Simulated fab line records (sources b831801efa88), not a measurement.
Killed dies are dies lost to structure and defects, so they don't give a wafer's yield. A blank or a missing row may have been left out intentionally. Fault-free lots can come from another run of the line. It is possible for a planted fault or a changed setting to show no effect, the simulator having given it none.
fab line records    flow gf180mcu
record: lots: 7  wafers: 21  lastDay: 34
route steps=602 shown LVPWELL@60 MVSD@66
lots that met no fault: from a run of the same line without faults
startH: the number of hours between the record's first day and the start of the first shown wafer of the lot    waitH: hours since the lot's step before    " the same as in the row above    L1.1+2: one row covering several wafers at once    - either no value or no given start    * or withheld: withheld    < > ~ a bound
route shown NAME@n: names a module that has steps shown in the file, with the first one's number in the route    usual: mean/standard deviation of fault-free wafers    same: alike in all rows    chamber/n: place in a boat    sites: readings site by site    _std_site: standard deviation across them    _edge_site: outer sites' mean less inner sites'    radiusMm: for every site, how far away it sits from the centre of the wafer    mask NAME#n: copy n    behind: the most recent tool/chamber to have shaped the wafer    hold: cause of the lot's hold/its duration in hours/its outcome    device: the n, p or np transistor that did not switch    end of line: the tests these same wafers got at the end of their route    for a step that has no rows: nothing shown but its recipe    killed: at the first sort, the dies lost to defects and structure; wafer yield is something else    map: a wafer's dies, marking killed ones x, the rest . and places with no die _
set.NAME: the setting the step ran with; set.NAME@STEP: the setting that earlier step ran with    model.NAME: the simulator's own value behind a step, which no gauge read
certain route steps with their lots: each step a table, each wafer a row
services: the hour from which a tool's chamber was out of use, counted from the record's first day as startH (under 0 if before that day), plus the number of hours and why
== steps ==
step: GF_LVPWELL_DEVELOP_06
recipe: wallAngleDeg: 90  developTimeS: 60  devTempC: 23
step: GF_LVPWELL_OVL_MEAS_07
usual: LVPWELL_OVL: -0.1/1.6
lot.wafer  tool        chamber  startH  waitH  LVPWELL_OVL[nm]
L910.1     overlay-01  -        74.25   -      -3.2
L910.3     "           -        "       "      -0.7
L910.6     "           -        "       "      -3.8
L911.2     overlay-02  -        78.84   -      -3.5
L911.5     "           -        "       "      -2.3
L911.6     "           -        "       "      -0.6
L915.1     overlay-01  -        105.07  -      0.6
L915.2     "           -        "       "      -1.4
L915.5     "           -        "       "      0.4
L916.1     overlay-01  -        108.69  -      -1.8
L916.5     "           -        "       "      -0.8
L916.6     "           -        "       "      -2.0
L917.2     overlay-01  -        111.76  -      -0.4
L917.3     "           -        "       "      1.0
L917.6     "           -        "       "      -0.2
L928.2     overlay-02  -        178.99  -      1.2
L928.3     "           -        "       "      3.3
L928.6     "           -        "       "      0.2
L930.1     overlay-01  -        189.13  -      0.0
L930.4     "           -        "       "      -1.1
L930.5     "           -        "       "      0.5
step: GF_LVPWELL_IMPLANT_08
recipe: species: B  energyKev: 170  doseCm2: 1.5e+13  tiltDeg: 0
step: GF_LVPWELL_IMPLANT_09
recipe: species: B  energyKev: 60  doseCm2: 5e+12  tiltDeg: 0
step: GF_LVPWELL_STRIP_10
recipe: chemistry: O2/N2  powerW: 1400  pressureMtorr: 1500  platenTempC: 250  o2FlowSccm: 3000  n2FlowSccm: 300  overashFraction: 0.5
usual: chamberPressureMTorr: 1500.0/1.4  drypumpMotorCurrentA: 5.7/0.54  heaterPowerW: 320/37  oesProductAu: 0.723/0.0044  stripTimeToEndpointS: 37.06/0.09
lot.wafer  tool            chamber  startH  waitH  chamberPressureMTorr  drypumpMotorCurrentA  heaterPowerW  oesProductAu  rfHoursCounterH  stripTimeToEndpointS
L910.1     plasmaAsher-04  1        74.59   0.1    1499.3                5.9                   302           0.720         27               37.14
L910.3     "               1        "       "      1500.7                5.9                   314           0.723         -                37.13
L910.6     "               0        "       "      1501.1                4.9                   397           0.718         -                37.19
L911.2     plasmaAsher-01  1        79.17   0.1    1502.6                5.7                   324           0.727         44               37.11
L911.5     "               0        "       "      1499.9                5.2                   330           0.719         -                37.06
L911.6     "               1        "       "      1502.6                5.7                   330           0.718         -                37.11
L915.1     plasmaAsher-03  1        105.40  0.1    1500.1                6.6                   280           0.717         39               37.01
L915.2     "               0        "       "      1499.7                5.7                   286           0.721         39               36.99
L915.5     "               1        "       "      1498.2                6.6                   283           0.721         -                36.91
L916.1     plasmaAsher-03  0        109.02  0.1    1498.4                5.8                   285           0.720         39               37.13
L916.5     "               0        "       "      1497.9                5.7                   288           0.725         -                37.05
L916.6     "               1        "       "      1499.0                6.6                   282           0.720         -                37.14
L917.2     plasmaAsher-03  1        112.09  0.1    1498.6                6.6                   285           0.725         39               37.05
L917.3     "               0        "       "      1501.0                5.7                   287           0.720         -                37.01
L917.6     "               1        "       "      1499.5                6.6                   277           0.726         -                36.97
L928.2     plasmaAsher-01  0        179.32  0.1    1500.9                5.2                   317           0.730         6                37.19
L928.3     "               1        "       "      1500.6                5.7                   339           0.725         -                37.22
L928.6     "               1        "       "      1502.4                5.7                   339           0.715         -                37.21
L930.1     plasmaAsher-04  0        189.47  0.1    1501.0                4.9                   388           0.720         39               37.05
L930.4     "               1        "       "      1499.5                5.9                   302           0.731         -                37.00
L930.5     "               1        "       "      1499.8                5.9                   301           0.724         -                37.11
step: GF_LVPWELL_TW_MEAS_11
usual: LVPWELL_TW: 558/8.7
lot.wafer  tool          chamber  startH  waitH  LVPWELL_TW
L910.1     filmMetro-02  -        74.69   0.1    559
L910.3     "             -        "       "      562
L910.6     "             -        "       "      563
L911.2     filmMetro-02  -        79.28   0.1    562
L911.5     "             -        "       "      559
L911.6     "             -        "       "      558
L915.1     filmMetro-03  -        105.50  0.1    548
L915.2     "             -        "       "      549
L915.5     "             -        "       "      546
L916.1     filmMetro-03  -        109.12  0.1    547
L916.5     "             -        "       "      551
L916.6     "             -        "       "      547
L917.2     filmMetro-02  -        112.20  0.1    565
L917.3     "             -        "       "      564
L917.6     "             -        "       "      563
L928.2     filmMetro-03  -        179.43  0.1    550
L928.3     "             -        "       "      543
L928.6     "             -        "       "      547
L930.1     filmMetro-02  -        189.57  0.1    562
L930.4     "             -        "       "      564
L930.5     "             -        "       "      565
step: GF_MVSD_DEHYDRATE_00
recipe: tempC: 200  timeS: 60
step: GF_MVSD_HMDS_01
recipe: primeTimeS: 60  primeTempC: 120
step: GF_MVSD_COAT_02
recipe: spinRpm: 2000  resistThkNm: 3000
step: GF_MVSD_SOFTBAKE_03
recipe: tempC: 110  timeS: withheld
step: GF_MVSD_EXPOSE_04
recipe: maskId: MVSD  targetCdNm: 1000  na: 0.6  sourceShape: conventional  sigmaOuter: 0.6  doseMj: 260
step: GF_MVSD_PEB_05
recipe: tempC: 115  timeS: withheld
step: GF_MVSD_DEVELOP_06
recipe: wallAngleDeg: 90  developTimeS: 60  devTempC: 23
usual: chillPlateTempC: 22.99/0.087  developTimeS: 60/0
lot.wafer  tool           chamber  startH  waitH  chillPlateTempC  developTimeS
L910.1     lithoTrack-01  0        86      -      22.98            60
L910.3     "              0        "       "      23.04            60
L910.6     "              0        "       "      22.94            60
L911.2     lithoTrack-02  0        92      -      22.94            60
L911.5     "              0        "       "      22.97            60
L911.6     "              0        "       "      22.93            60
L915.1     lithoTrack-02  -        119     -      -                -
L915.2     "              -        "       "      -                -
L915.5     "              -        "       "      -                -
L916.1     lithoTrack-02  -        123     -      -                -
L916.5     "              -        "       "      -                -
L916.6     "              -        "       "      -                -
L917.2     lithoTrack-01  -        126     -      -                -
L917.3     "              -        "       "      -                -
L917.6     "              -        "       "      -                -
L928.2     lithoTrack-02  0        197     -      23.06            60
L928.3     "              0        "       "      23.03            60
L928.6     "              0        "       "      23.00            60
L930.1     lithoTrack-04  0        208     -      22.95            60
L930.4     "              0        "       "      23.06            60
L930.5     "              0        "       "      23.00            60
step: GF_MVSD_OVL_MEAS_07
usual: MVSD_OVL: 0.0/1.2
lot.wafer  tool        chamber  startH  waitH  MVSD_OVL[nm]
L910.1     overlay-01  -        87.01   -      -0.5
L910.3     "           -        "       "      1.3
L910.6     "           -        "       "      -2.6
L911.2     overlay-01  -        92.44   -      1.8
L911.5     "           -        "       "      -0.1
L911.6     "           -        "       "      2.2
L915.1     overlay-02  -        119.83  -      -
L915.2     "           -        "       "      -
L915.5     "           -        "       "      -
L916.1     overlay-01  -        123.18  -      -
L916.5     "           -        "       "      -
L916.6     "           -        "       "      -
L917.2     overlay-02  -        126.51  -      -
L917.3     "           -        "       "      -
L917.6     "           -        "       "      -
L928.2     overlay-01  -        197.34  -      0.9
L928.3     "           -        "       "      0.5
L928.6     "           -        "       "      -0.5
L930.1     overlay-02  -        208.86  -      -0.2
L930.4     "           -        "       "      0.4
L930.5     "           -        "       "      -1.4
== services ==
tool            chamber  startH  hours  kind
plasmaAsher-01  -        63.91   1.0    repair
plasmaAsher-04  -        69.10   2.2    repair
plasmaAsher-01  -        106.52  1.2    repair
plasmaAsher-01  -        108.75  9.0    pm
plasmaAsher-01  0        108.75  9.0    ventCycle
plasmaAsher-01  1        108.75  9.0    ventCycle
plasmaAsher-01  0        117.75  -      clean
plasmaAsher-01  1        117.75  -      clean
plasmaAsher-03  -        136.85  0.4    repair
== key ==
firstSign: step: GF_MVSD_DEVELOP_06  reading: toolRecord  direction: missing
effect none on later readings
metAt GF_MVSD_DEVELOP_06
struckWafers L915.1,L915.2,L915.5,L916.1,L916.5,L916.6,L917.2,L917.3,L917.6
sortLeftOut L915.1,L915.2,L915.5,L916.1,L916.5,L916.6,L917.2,L917.3,L917.6
testerLeftOut L915,L916,L917
onsetBetween 92 119
fault: kind: skippedStepWhole  tool: lithoTrack-01,lithoTrack-02  chamber: -  onsetH: 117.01  steps: GF_MVSD_DEVELOP_06  scope: struckLotsOnly
testerLeftOut: of these lots the tester's yield and bins aren't shown, on N5 and GAA mostly nor the transistor test; their killed dies are dies lost to structure and defects alone, not to doping, threshold or leakage, so they don't give the yield
sortLeftOut: the simulated sort isn't trusted on such a fault, so these wafers' sort isn't shown, and their yield isn't known
